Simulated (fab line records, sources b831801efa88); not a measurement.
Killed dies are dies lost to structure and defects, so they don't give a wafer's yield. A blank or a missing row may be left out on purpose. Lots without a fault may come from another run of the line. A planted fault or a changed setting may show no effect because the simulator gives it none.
Which tool did it? | flow gf180mcu | 12 lots, 36 wafers sampled, at 2 steps of a route of 602

WHAT THE GAUGES READ, wafer by wafer
GF_V5_THK_MEAS_01.
lot  | measured     | on            | V5_CVD_00_THK (nm)
L075 | day 26 10:52 | film_metro-02 | 302 301 297
L077 | day 27 16:09 | film_metro-04 | 300 295 297
L079 | day 28 02:44 | film_metro-01 | 304 298 305
L081 | day 28 17:17 | film_metro-01 | 303 296 303
L083 | day 29 01:06 | film_metro-01 | 306 298 305
L085 | day 30 00:11 | film_metro-04 | 303 302 297
L087 | day 30 09:14 | film_metro-01 | 298 301 302
L089 | day 30 23:35 | film_metro-04 | 297 298 298
L091 | day 31 09:05 | film_metro-04 | 303 301 306
L093 | day 31 19:14 | film_metro-02 | 304 299 299
L095 | day 32 09:13 | film_metro-01 | 301 300 307
L097 | day 32 19:36 | film_metro-04 | 300 301 304

WHICH TOOL RAN EACH LOT (tool, then ch and the chambers of the sampled wafers, then the start)
lot  | GF_MIM_CVD_05
L075 | pecvd-02 ch 0,1,2, day 24 15:05
L077 | pecvd-02 ch 0,1, day 25 21:05
L079 | pecvd-02 ch 1, day 26 09:02
L081 | pecvd-02 ch 0,1,2, day 27 00:19
L083 | pecvd-04 ch 0,1, day 27 08:17
L085 | pecvd-04 ch 0,1,2, day 28 08:42
L087 | pecvd-04 ch 0,1,2, day 28 17:51
L089 | pecvd-04 ch 0,1,2, day 29 08:56
L091 | pecvd-04 ch 0,1,2, day 29 18:30
L093 | pecvd-01 ch 1,2, day 30 07:31
L095 | pecvd-04 ch 0,1, day 30 22:04
L097 | pecvd-01 ch 0,1,2, day 31 08:02
- GF_MIM_CVD_05: deposits Si3N4, target thk 42 nm, time 29.086 s.

THE ANSWER, worked out from the rows above alone
Rule: what is usual is taken from the lots themselves. Put in order of their means at a reading, lots are off if they are a third of the lots or fewer, leave a main group of 4 or more, and stand apart from it by a gap of 3 or more times the standard deviation of the main group's means; of several such gaps the widest counts. A main group whose means are all the same, to the digits that the tables above print for the reading, isn't used. A lot without any number at a reading at which 4 lots or more have one is off too. The other lots that the step has rows for count as sound.
No lot is off at any reading shown: from this, nothing can be told.

WHAT THE SIMULATOR HAD PUT IN
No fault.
